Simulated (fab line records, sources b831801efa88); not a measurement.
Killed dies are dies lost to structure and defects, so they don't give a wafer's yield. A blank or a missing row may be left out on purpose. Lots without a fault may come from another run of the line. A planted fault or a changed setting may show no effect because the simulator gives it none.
fab line records | flow gf180mcu | part 2 of 2: steps 31 to 39 of 39
record lots=5 wafers=15 last_day=33
route steps=602 shown SALICIDE@282 CONTACT@287 M1@315
lots that met no fault: from a run of the same line without faults
start_h: hours from the record's first day to the start of the lot's first wafer shown | wait_h: hours since the lot's step before | " the same as in the row above | L1.1+2: a row that stands for several wafers | - no value, or no start given | * or withheld: withheld | < > ~ a bound
route shown NAME@n: a module of which the file shows steps, and the number in the route of the first | usual: mean/standard deviation of fault-free wafers | same: alike in all rows | chamber/n: place in a boat | sites: the reading at each site | _std_site: their standard deviation | _edge_site: outer sites' mean less inner sites' | radius_mm: how far each site lies from the wafer's centre | mask NAME#n: copy n | behind: the tool/chamber that last shaped the wafer | hold: why the lot was held/for how many hours/how that ended | device: the transistor (n, p or np) that didn't switch | end of line: the same wafers' tests at the end of the route | a step without rows: its recipe alone | killed: dies lost to structure and defects at the first sort, not the wafer's yield | map: a wafer's dies, x killed, . not, _ none there
set.NAME: the setting as run; set.NAME@STEP: as run at that earlier step | model.NAME: the simulator's own value behind a step, which no gauge read
lots at some steps of the route; a table a step, a row a wafer
services: from which hour (start_h, from the record's first day; less than 0 if before it) a tool's chamber was out of use, for how many hours, and why
## steps
# step GF_CONTACT_RS_MEAS_25
# recipe thk_meas_gauge=four-point-probe reads=W_of_CONTACT_CVD_24+TiN_of_CONTACT_SPUTTER_23+Ti_of_CONTACT_SPUTTER_22
# usual CONTACT_W_RS=0.374/0.0063
# columns lot.wafer tool chamber start_h wait_h CONTACT_W_RS[ohm/sq]
L074.3 film_metro-01 - 366.83 0.1 0.376
L074.4 " - " " 0.373
L074.6 " - " " 0.375
L078.1 film_metro-01 - 399.17 0.1 0.371
L078.4 " - " " 0.372
L078.6 " - " " 0.372
L081.1 film_metro-04 - 437.83 0.1 0.381
L081.5 " - " " 0.377
L081.6 " - " " 0.379
L091.2 film_metro-04 - 516.97 0.1 0.383
L091.5 " - " " 0.368
L091.6 " - " " 0.381
L092.1 film_metro-03 - 518.79 0.1 0.365
L092.3 " - " " 0.378
L092.4 " - " " 0.366
# step GF_CONTACT_THK_MEAS_26
# recipe thk_meas_gauge=xrf reads=W_of_CONTACT_CVD_24
# usual CONTACT_W_THK=314/5.4
# columns lot.wafer tool chamber start_h wait_h CONTACT_W_THK[nm]
L074.3 film_metro-01 - 366.93 0.1 312
L074.4 " - " " 315
L074.6 " - " " 314
L078.1 film_metro-01 - 399.29 0.1 313
L078.4 " - " " 315
L078.6 " - " " 314
L081.1 film_metro-04 - 437.95 0.1 309
L081.5 " - " " 314
L081.6 " - " " 314
L091.2 film_metro-04 - 517.08 0.1 308
L091.5 " - " " 321
L091.6 " - " " 309
L092.1 film_metro-03 - 518.91 0.1 318
L092.3 " - " " 308
L092.4 " - " " 320
# step GF_CONTACT_CMP_27
# recipe stop_on=SiO2 down_force_psi=3.5 platen_rpm=60 t_overpolish_s=15 target_thk_nm=0 pad_velocity_m_s=0.94248
# usual motor_current_A=11.4/0.88 overpolish_run_s=15.000/0.0091 time_to_endpoint_s=74/5.3
# columns lot.wafer tool chamber start_h wait_h motor_current_A overpolish_run_s time_to_endpoint_s
L074.3 cmp-02 2 367.02 0.1 9.0 15.020 69
L074.4 " 3 " " 11.8 15.003 68
L074.6 " 2 " " 9.5 15.002 70
L078.4 cmp-01 1 399.35 0.0 12.4 15.013 75
L078.1 " 2 " " 11.7 14.998 68
L078.6 " 1 " " 11.6 14.990 76
L081.1 cmp-02 1 438.11 0.1 11.0 15.012 66
L081.5 " 3 " " 11.7 15.005 70
L081.6 " 0 " " 10.5 14.999 73
L091.2 cmp-01 0 517.18 0.1 11.9 14.991 83
L091.6 " 3 " " 10.9 14.997 77
L091.5 " 0 " " 11.4 14.995 84
L092.4 cmp-02 0 518.97 0.0 10.4 15.007 75
L092.1 " 1 " " 10.7 15.003 71
L092.3 " 2 " " 9.2 14.988 69
# step GF_M1_SPUTTER_00
# recipe material=Ti target_thk_nm=37.5 arriving_ion_energy_ev=80 substrate_temp_c=200 chamber_pressure_pa=2 power_w=4000 time_s=150
# usual throttle_valve_pct=30.0/1
# same time_s=150
# columns lot.wafer tool chamber start_h wait_h throttle_valve_pct
L074.3 pvd_sputter-04 - 367.27 0.2 29.9
L074.4 " - " " 30.7
L074.6 " - " " 30.2
L078.1 pvd_sputter-04 - 399.65 0.2 30.7
L078.4 " - " " 30.3
L078.6 " - " " 30.8
L081.1 pvd_sputter-01 - 438.31 0.1 29.0
L081.5 " - " " 29.1
L081.6 " - " " 30.6
L091.2 pvd_sputter-04 - 517.43 0.2 30.2
L091.5 " - " " 29.2
L091.6 " - " " 30.1
L092.1 pvd_sputter-04 - 519.27 0.2 30.1
L092.3 " - " " 30.2
L092.4 " - " " 29.4
# step GF_M1_SPUTTER_01
# recipe material=TiN target_thk_nm=30 power_w=6500 time_s=25 chamber_pressure_pa=0.4
# usual throttle_valve_pct=30.0/1
# same time_s=25
# columns lot.wafer tool chamber start_h wait_h throttle_valve_pct
L074.3 pvd_sputter-04 - 367.37 0.1 29.9
L074.4 " - " " 30.6
L074.6 " - " " 30.4
L078.1 pvd_sputter-04 - 399.75 0.1 30.8
L078.4 " - " " 30.3
L078.6 " - " " 30.8
L081.1 pvd_sputter-01 - 438.41 0.1 28.9
L081.5 " - " " 29.3
L081.6 " - " " 30.4
L091.2 pvd_sputter-04 - 517.53 0.1 30.3
L091.5 " - " " 29.3
L091.6 " - " " 30.0
L092.1 pvd_sputter-04 - 519.37 0.1 29.8
L092.3 " - " " 30.4
L092.4 " - " " 29.3
# step GF_M1_SPUTTER_02
# recipe material=AlCu target_thk_nm=450 power_w=10600 time_s=23.9 chamber_pressure_pa=0.4
# usual throttle_valve_pct=30.0/1
# same time_s=23.9
# columns lot.wafer tool chamber start_h wait_h throttle_valve_pct
L074.3 pvd_sputter-04 - 367.40 0.0 30.2
L074.4 " - " " 30.4
L074.6 " - " " 30.3
L078.1 pvd_sputter-04 - 399.78 0.0 30.6
L078.4 " - " " 29.9
L078.6 " - " " 30.5
L081.1 pvd_sputter-01 - 438.44 0.0 29.3
L081.5 " - " " 29.1
L081.6 " - " " 30.6
L091.2 pvd_sputter-04 - 517.56 0.0 30.3
L091.5 " - " " 29.1
L091.6 " - " " 29.8
L092.1 pvd_sputter-04 - 519.40 0.0 29.6
L092.3 " - " " 30.4
L092.4 " - " " 29.2
# step GF_M1_SPUTTER_03
# recipe material=Ti target_thk_nm=10 substrate_temp_c=300 chamber_pressure_pa=0.3 power_w=3000 time_s=6.7
# usual throttle_valve_pct=30.0/1
# same time_s=6.7
# columns lot.wafer tool chamber start_h wait_h throttle_valve_pct
L074.3 pvd_sputter-04 - 367.43 0.0 30.0
L074.4 " - " " 30.5
L074.6 " - " " 30.1
L078.1 pvd_sputter-04 - 399.81 0.0 30.4
L078.4 " - " " 29.9
L078.6 " - " " 30.3
L081.1 pvd_sputter-01 - 438.47 0.0 28.9
L081.5 " - " " 29.2
L081.6 " - " " 30.8
L091.2 pvd_sputter-04 - 517.59 0.0 30.5
L091.5 " - " " 29.4
L091.6 " - " " 30.0
L092.1 pvd_sputter-04 - 519.43 0.0 29.9
L092.3 " - " " 30.4
L092.4 " - " " 29.0
# step GF_M1_SPUTTER_04
# recipe material=TiN target_thk_nm=50 power_w=6500 time_s=41.7 chamber_pressure_pa=0.4
# usual throttle_valve_pct=30.0/1
# same time_s=41.7
# columns lot.wafer tool chamber start_h wait_h throttle_valve_pct
L074.3 pvd_sputter-04 - 367.45 0.0 30.1
L074.4 " - " " 30.4
L074.6 " - " " 30.4
L078.1 pvd_sputter-04 - 399.83 0.0 30.8
L078.4 " - " " 30.1
L078.6 " - " " 30.6
L081.1 pvd_sputter-01 - 438.49 0.0 29.1
L081.5 " - " " 29.2
L081.6 " - " " 30.8
L091.2 pvd_sputter-04 - 517.61 0.0 30.3
L091.5 " - " " 29.1
L091.6 " - " " 30.1
L092.1 pvd_sputter-04 - 519.45 0.0 30.0
L092.3 " - " " 30.0
L092.4 " - " " 29.0
# step GF_M1_RS_MEAS_05
# recipe thk_meas_gauge=four-point-probe reads=TiN_of_M1_SPUTTER_04+Ti_of_M1_SPUTTER_03+AlCu_of_M1_SPUTTER_02+TiN_of_M1_SPUTTER_01+Ti_of_M1_SPUTTER_00
# usual M1_ALCU_RS=0.0695/0.00067
# columns lot.wafer tool chamber start_h wait_h M1_ALCU_RS[ohm/sq]
L074.3 film_metro-02 - 367.53 0.1 0.0709
L074.4 " - " " 0.0708
L074.6 " - " " 0.0703
L078.1 film_metro-02 - 399.87 0.0 0.0702
L078.4 " - " " 0.0698
L078.6 " - " " 0.0704
L081.1 film_metro-04 - 438.53 0.0 0.0678
L081.5 " - " " 0.0685
L081.6 " - " " 0.0686
L091.2 film_metro-03 - 517.67 0.0 0.0686
L091.5 " - " " 0.0689
L091.6 " - " " 0.0688
L092.1 film_metro-02 - 519.49 0.0 0.0695
L092.3 " - " " 0.0693
L092.4 " - " " 0.0697
## services
# columns tool chamber start_h hours kind
krf_scanner-01 - 341.90 0.8 pm
cvd_w-01 - 347.66 0.3 repair
rie_diel-03 - 354.92 2.8 pm
krf_scanner-01 - 359.36 1.0 pm
krf_scanner-01 - 379.95 1.3 pm
rie_diel-03 3 379.99 4.6 repair
cmp-01 - 380.60 2.5 repair
rie_diel-04 - 383.89 0.6 repair
rtp_anneal-01 - 393.24 1.2 repair
cmp-02 - 404.17 4.0 pm
cmp-02 - 414.50 1.0 repair
rie_diel-03 0 426.50 13.9 repair
pvd_sputter-03 - 427.30 15.2 repair
rie_diel-04 1 434.55 49.4 repair
cmp-01 - 454.07 0.5 repair
krf_scanner-01 - 455.94 7.2 pm
cmp-01 - 458.85 9.3 pm
rie_diel-03 3 471.91 2.8 repair
krf_scanner-01 - 477.53 1.1 repair
hdpcvd-01 0 478.47 6.0 repair
krf_scanner-01 - 480.64 2.9 repair
hdpcvd-01 - 482.64 6.0 pm
krf_scanner-01 - 510.70 0.8 pm
cmp-01 - 517.84 0.3 repair
